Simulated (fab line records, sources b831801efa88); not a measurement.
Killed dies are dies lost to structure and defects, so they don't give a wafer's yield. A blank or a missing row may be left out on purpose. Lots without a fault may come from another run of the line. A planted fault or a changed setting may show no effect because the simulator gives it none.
Which tool did it? | flow sky130 | 6 lots, 18 wafers sampled, at 1 step of a route of 708

WHAT THE GAUGES READ, wafer by wafer
SKY_LI_CONTACT_THK_MEAS_01.
lot  | measured     | on            | LI_CONTACT_HDPCVD_THK (nm)
L833 | day 30 19:13 | film_metro-02 | 935 943 941
L837 | day 31 12:00 | film_metro-04 | 940 945 943
L840 | day 32 07:01 | film_metro-01 | 938 943 934
L844 | day 34 00:04 | film_metro-01 | 939 939 947
L845 | day 34 01:31 | film_metro-01 | 924 947 935
L849 | day 35 07:47 | film_metro-01 | 940 924 931

WHICH TOOL RAN EACH LOT (tool, then ch and the chambers of the sampled wafers, then the start)
The record holds no process step before these readings.

THE ANSWER, worked out from the rows above alone
Rule: what is usual is taken from the lots themselves. Put in order of their means at a reading, lots are off if they are a third of the lots or fewer, leave a main group of 4 or more, and stand apart from it by a gap of 3 or more times the standard deviation of the main group's means; of several such gaps the widest counts. A main group whose means are all the same, to the digits that the tables above print for the reading, isn't used. A lot without any number at a reading at which 4 lots or more have one is off too. The other lots that the step has rows for count as sound.
No lot is off at any reading shown: from this, nothing can be told.

WHAT THE SIMULATOR HAD PUT IN
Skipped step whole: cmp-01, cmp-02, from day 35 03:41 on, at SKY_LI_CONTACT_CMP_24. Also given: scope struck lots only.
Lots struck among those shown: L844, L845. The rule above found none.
